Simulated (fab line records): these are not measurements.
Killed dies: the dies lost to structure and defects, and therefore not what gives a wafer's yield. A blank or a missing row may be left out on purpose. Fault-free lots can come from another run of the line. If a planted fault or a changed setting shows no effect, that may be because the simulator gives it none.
Which tool is to blame? | flow sky130 | Sampling: 13 lots, 39 wafers, 3 of 708 route steps

== WHAT THE GAUGES SHOWED, per wafer ==
SKY_VIA1_RS_MEAS_22: the measuring method here is four-point-probe. Usual: VIA1_W_RS 0.428 ohm/sq, standard deviation 0.0062.
lot  | measured     | on            | VIA1_W_RS (ohm/sq) | flag
L732 | day 34 07:29 | film_metro-03 | 0.421 0.427 0.422  |
L734 | day 34 17:13 | film_metro-04 | 0.425 0.427 0.426  |
L736 | day 35 10:33 | film_metro-03 | 0.423 0.425 0.423  |
L738 | day 36 06:45 | film_metro-04 | 0.428 0.435 0.433  |
L739 | day 36 15:04 | film_metro-04 | 0.430 0.436 0.431  |
L740 | day 36 16:44 | film_metro-04 | 0.425 0.423 0.428  |
L741 | day 36 21:29 | film_metro-04 | 0.424 0.423 0.422  |
L742 | day 37 16:10 | film_metro-04 | 0.436 0.434 0.439  |
L745 | day 38 13:39 | film_metro-03 | 0.439 0.438 0.436  |
L746 | day 38 17:10 | film_metro-04 | 0.418 0.421 0.430  |
L753 | day 40 13:02 | film_metro-03 | 0.417 0.420 0.433  |
L754 | day 40 20:55 | film_metro-03 | 0.434 0.437 0.433  |
L755 | day 41 05:25 | film_metro-03 | 0.431 0.432 0.429  |

== TOOL THAT RAN EACH LOT (tool first, then ch and the chambers of the sampled wafers, then the start) ==
lot  | SKY_GATE_OXIDE_CLEAN_00         | SKY_CONTACT_ETCH_17
L732 | wet_bench-02 ch 1, day 13 01:44 | rie_diel-04 ch 1,2,3, day 31 21:55
L734 | wet_bench-04 ch 3, day 13 10:25 | rie_diel-01 ch 0,1,2, day 32 06:49
L736 | wet_bench-02 ch 0, day 14 02:07 | rie_diel-01 ch 0,1,2, day 33 01:29
L738 | wet_bench-04 ch 0, day 14 21:40 | rie_diel-02 ch 1,3, day 33 21:24
L739 | wet_bench-04 ch 2, day 15 08:49 | rie_diel-04 ch 0,1,3, day 34 05:28
L740 | wet_bench-02 ch 3, day 15 10:19 | rie_diel-01 ch 1,2,3, day 34 07:23
L741 | wet_bench-04 ch 3, day 15 16:46 | rie_diel-01 ch 0,1,3, day 34 12:52
L742 | wet_bench-03 ch 3, day 16 08:25 | rie_diel-01 ch 0,1, day 35 07:03
L745 | wet_bench-02 ch 2, day 17 09:47 | rie_diel-04 ch 0,1, day 36 05:00
L746 | wet_bench-02 ch 0, day 17 13:24 | rie_diel-02 ch 1,2,3, day 36 09:07
L753 | wet_bench-02 ch 1, day 19 23:10 | rie_diel-02 ch 0,1,3, day 38 07:43
L754 | wet_bench-04 ch 2, day 20 09:39 | rie_diel-01 ch 0,1,2, day 38 15:00
L755 | wet_bench-02 ch 2, day 20 15:30 | rie_diel-04 ch 0,3, day 39 00:03
- SKY_GATE_OXIDE_CLEAN_00: cleans in SC1/SC2, time 150 s.
- SKY_CONTACT_ETCH_17: etches SiO2 in C4F8/O2/Ar, stops on Si3N4, target depth 340 nm.

== WHAT THE TOOLS THEMSELVES READ (means of the sampled wafers that have a number; where no wafer has one, the mark that the record gives instead) ==
SKY_GATE_OXIDE_CLEAN_00. Usual: bath_heat_duty_pct 13.9 %, standard deviation 1.4; run_length_s 176.3 s, standard deviation 2.9.
lot  | tool         | bath_heat_duty_pct (%) | run_length_s (s) | flag
L732 | wet_bench-02 | 12.5                   | 177.6            |
L734 | wet_bench-04 | 13.2                   | 173.5            |
L736 | wet_bench-02 | 13.9                   | 182.3            |
L738 | wet_bench-04 | 14.6                   | 174.0            |
L739 | wet_bench-04 | 14.8                   | 175.0            |
L740 | wet_bench-02 | 13.0                   | 175.0            |
L741 | wet_bench-04 | 13.6                   | 173.8            |
L742 | wet_bench-03 | 15.1                   | 174.9            |
L745 | wet_bench-02 | 14.7                   | 101.4            | OFF
L746 | wet_bench-02 | 13.3                   | 100.0            | OFF
L753 | wet_bench-02 | 12.5                   | 179.0            |
L754 | wet_bench-04 | 15.0                   | 174.9            |
L755 | wet_bench-02 | 14.9                   | 175.9            |

SKY_CONTACT_ETCH_17. Usual: oes_product_au 0.892 a.u., standard deviation 0.0051; rf_fwd_power_W 1485 W, standard deviation 7.2.
lot  | tool        | oes_product_au (a.u.) | rf_fwd_power_W (W) | flag
L732 | rie_diel-04 | 0.897                 | 1487               |
L734 | rie_diel-01 | 0.892                 | 1487               |
L736 | rie_diel-01 | 0.889                 | 1491               |
L738 | rie_diel-02 | 0.884                 | 1493               |
L739 | rie_diel-04 | 0.897                 | 1481               |
L740 | rie_diel-01 | 0.890                 | 1485               |
L741 | rie_diel-01 | 0.890                 | 1484               |
L742 | rie_diel-01 | 0.895                 | 1480               |
L745 | rie_diel-04 | 0.890                 | 1480               |
L746 | rie_diel-02 | 0.891                 | 1492               |
L753 | rie_diel-02 | 0.894                 | 1488               |
L754 | rie_diel-01 | 0.893                 | 1486               |
L755 | rie_diel-04 | 0.895                 | 1486               |

== THE ANSWER, worked out from the rows above alone ==
Rule: a lot is off if the mean of its wafers that have a number lies more than 3 standard deviations from the usual mean. A lot without any number at a reading at which 4 lots or more have one is off too. All remaining lots with rows at the step are treated as sound. Order of review: gauges by route order, followed by the tools' own readings, for which a lot's mean as printed above is used. At the first step where some lot is off, the reading lying furthest off is the one used; lots without a number count as furthest.
Off: L745, L746, at SKY_GATE_OXIDE_CLEAN_00 (run_length_s).
A tool fits if, at that step or a process step before it, it ran every lot that is off, and no sound lot after the first of them. Of those tried, none fits.

== WHAT THE SIMULATOR HAD INSERTED ==
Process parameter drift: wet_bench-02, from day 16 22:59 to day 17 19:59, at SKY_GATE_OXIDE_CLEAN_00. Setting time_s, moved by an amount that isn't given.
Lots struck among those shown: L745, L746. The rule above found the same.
